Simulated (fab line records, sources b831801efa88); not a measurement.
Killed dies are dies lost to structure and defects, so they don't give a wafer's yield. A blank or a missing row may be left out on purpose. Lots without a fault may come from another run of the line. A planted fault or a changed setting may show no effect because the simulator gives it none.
Which tool did it? | flow gf180mcu | 15 lots, 45 wafers sampled, at 4 steps of a route of 602

WHAT THE GAUGES READ, wafer by wafer
GF_DNWELL_TW_MEAS_09. Usual: DNWELL_TW 1348, standard deviation 12.
lot  | measured    | on            | DNWELL_TW      | flag
L961 | day 2 20:25 | film_metro-04 | 1367 1365 1361 |
L962 | day 2 23:54 | film_metro-02 | 1339 1332 1335 |
L963 | day 3 10:00 | film_metro-03 | 1363 1361 1355 |
L965 | day 3 16:50 | film_metro-03 | 1365 1356 1360 |
L968 | day 4 07:00 | film_metro-02 | 1334 1333 1334 |
L969 | day 4 15:16 | film_metro-02 | 1334 1329 1331 |
L971 | day 4 23:30 | film_metro-04 | 1362 1351 1358 |
L972 | day 5 05:18 | film_metro-03 | 1358 1362 1359 |
L973 | day 5 11:16 | film_metro-02 | 1341 1340 1347 |
L974 | day 5 14:59 | film_metro-03 | 1369 1354 1371 |
L975 | day 5 21:57 | film_metro-04 | 1367 1359 1351 |
L976 | day 6 02:18 | film_metro-02 | 1339 1342 1345 |
L977 | day 6 08:07 | film_metro-02 | 1333 1338 1331 |
L978 | day 6 14:05 | film_metro-02 | 1332 1332 1329 |
L982 | day 7 10:25 | film_metro-04 | 1363 1359 1361 |

GF_VT_IMPLANT_TW_MEAS_32. Usual: VT_IMPLANT_3_TW 268.3, standard deviation 2.8.
lot  | measured     | on            | VT_IMPLANT_3_TW   | flag
L961 | day 6 23:06  | film_metro-03 | 270.2 271.6 271.2 |
L962 | day 7 04:25  | film_metro-01 | 263.8 264.1 262.9 |
L963 | day 7 16:04  | film_metro-02 | 265.7 265.4 265.9 |
L965 | day 7 22:34  | film_metro-02 | 267.1 264.7 265.9 |
L968 | day 8 17:01  | film_metro-03 | 273.0 271.7 273.3 |
L969 | day 9 04:15  | film_metro-01 | 265.5 266.2 266.4 |
L971 | day 9 15:46  | film_metro-02 | 265.3 266.9 265.3 |
L972 | day 9 22:10  | film_metro-03 | 270.6 271.5 271.5 |
L973 | day 10 05:20 | film_metro-03 | 269.8 270.5 270.5 |
L974 | day 10 11:13 | film_metro-03 | 270.4 269.9 271.4 |
L975 | day 10 19:38 | film_metro-02 | 268.4 267.1 265.7 |
L976 | day 11 00:34 | film_metro-01 | 266.8 266.0 266.1 |
L977 | day 11 06:08 | film_metro-03 | 270.8 270.0 271.7 |
L978 | day 11 14:22 | film_metro-01 | 265.7 267.2 266.4 |
L982 | day 12 16:23 | film_metro-03 | 271.0 269.8 271.1 |

GF_POLY_GATE_OVL_MEAS_11. Usual: POLY_GATE_OVL -3 nm, standard deviation 4.3.
lot  | measured     | on         | POLY_GATE_OVL (nm) | flag
L961 | day 9 06:47  | overlay-02 | 0 3 -5             |
L962 | day 9 12:08  | overlay-02 | 2 1 2              |
L963 | day 9 22:10  | overlay-02 | 1 0 -4             |
L965 | day 10 07:17 | overlay-02 | -5 -2 -3           |
L968 | day 11 03:55 | overlay-01 | 0 5 -1             |
L969 | day 11 15:20 | overlay-01 | 0 -6 -7            |
L971 | day 12 05:01 | overlay-01 | -11 -4 -10         |
L972 | day 12 11:07 | overlay-01 | -3 0 6             |
L973 | day 12 22:32 | overlay-01 | -4 -5 2            |
L974 | day 13 02:31 | overlay-01 | 4 3 -3             |
L978 | day 14 08:02 | overlay-02 | 1 -3 -5            |
L982 | day 15 15:32 | overlay-01 | -3 -8 -7           |

WHICH TOOL RAN EACH LOT (tool, then ch and the chambers of the sampled wafers, then the start)
lot  | GF_VT_IMPLANT_EXPOSE_37
L961 | iline_stepper-01 ch 0, day 7 06:50
L962 | iline_stepper-01 ch 0, day 7 11:59
L963 | iline_stepper-02 ch 0, day 8 00:17
L965 | iline_stepper-02 ch 0, day 8 06:56
L968 | iline_stepper-01 ch 0, day 9 01:21
L969 | iline_stepper-01 ch 0, day 9 12:32
L971 | iline_stepper-01 ch 0, day 10 00:46
L972 | iline_stepper-01 ch 0, day 10 07:11
L973 | iline_stepper-01 ch 0, day 10 14:53
L974 | iline_stepper-01 ch 0, day 10 20:36
L975 | iline_stepper-02, day 11 04:43
L976 | iline_stepper-02, day 11 09:04
L977 | iline_stepper-02, day 11 15:33
L978 | iline_stepper-01 ch 0, day 11 23:53
L982 | iline_stepper-02 ch 0, day 13 02:19
- GF_VT_IMPLANT_EXPOSE_37: exposes mask Nwell HV AREA, target cd 860 nm.

WHAT THE TOOLS THEMSELVES READ (means of the sampled wafers that have a number; where no wafer has one, the mark that the record gives instead)
GF_VT_IMPLANT_EXPOSE_37. Usual: exposure_dose_mJ_cm2 140.02, standard deviation 0.14; focus_offset_nm 0.1 nm, standard deviation 0.57.
lot  | tool             | exposure_dose_mJ_cm2 | focus_offset_nm (nm) | flag
L961 | iline_stepper-01 | 140.02               | -0.2                 |
L962 | iline_stepper-01 | 140.07               | -0.2                 |
L963 | iline_stepper-02 | 140.16               | 0.5                  |
L965 | iline_stepper-02 | 140.05               | -0.7                 |
L968 | iline_stepper-01 | 140.02               | 0.3                  |
L969 | iline_stepper-01 | 139.95               | 0.1                  |
L971 | iline_stepper-01 | 140.06               | 0.6                  |
L972 | iline_stepper-01 | 140.10               | 0.4                  |
L973 | iline_stepper-01 | 139.77               | -0.3                 |
L974 | iline_stepper-01 | 140.07               | 0.3                  |
L975 | iline_stepper-02 | -                    | -                    | OFF
L976 | iline_stepper-02 | -                    | -                    | OFF
L977 | iline_stepper-02 | -                    | -                    | OFF
L978 | iline_stepper-01 | 140.01               | -0.6                 |
L982 | iline_stepper-02 | 140.22               | -0.7                 |

THE ANSWER, worked out from the rows above alone
Rule: a lot is off if the mean of its wafers that have a number lies more than 3 standard deviations from the usual mean. A lot without any number at a reading at which 4 lots or more have one is off too. The other lots that the step has rows for count as sound. The gauges are gone through in route order, then the tools' own readings, and for those a lot's mean is taken as printed above. The first step at which some lot is off is used, and at that step the reading that is off furthest; a lot without a number counts as furthest.
Off: L975, L976, L977, at GF_VT_IMPLANT_EXPOSE_37 (exposure_dose_mJ_cm2). Without a number there: L975, L976, L977.
A tool fits if, at that step or a process step before it, it ran every lot that is off, and no sound lot after the first of them. None of those tried fits.

WHAT THE SIMULATOR HAD PUT IN
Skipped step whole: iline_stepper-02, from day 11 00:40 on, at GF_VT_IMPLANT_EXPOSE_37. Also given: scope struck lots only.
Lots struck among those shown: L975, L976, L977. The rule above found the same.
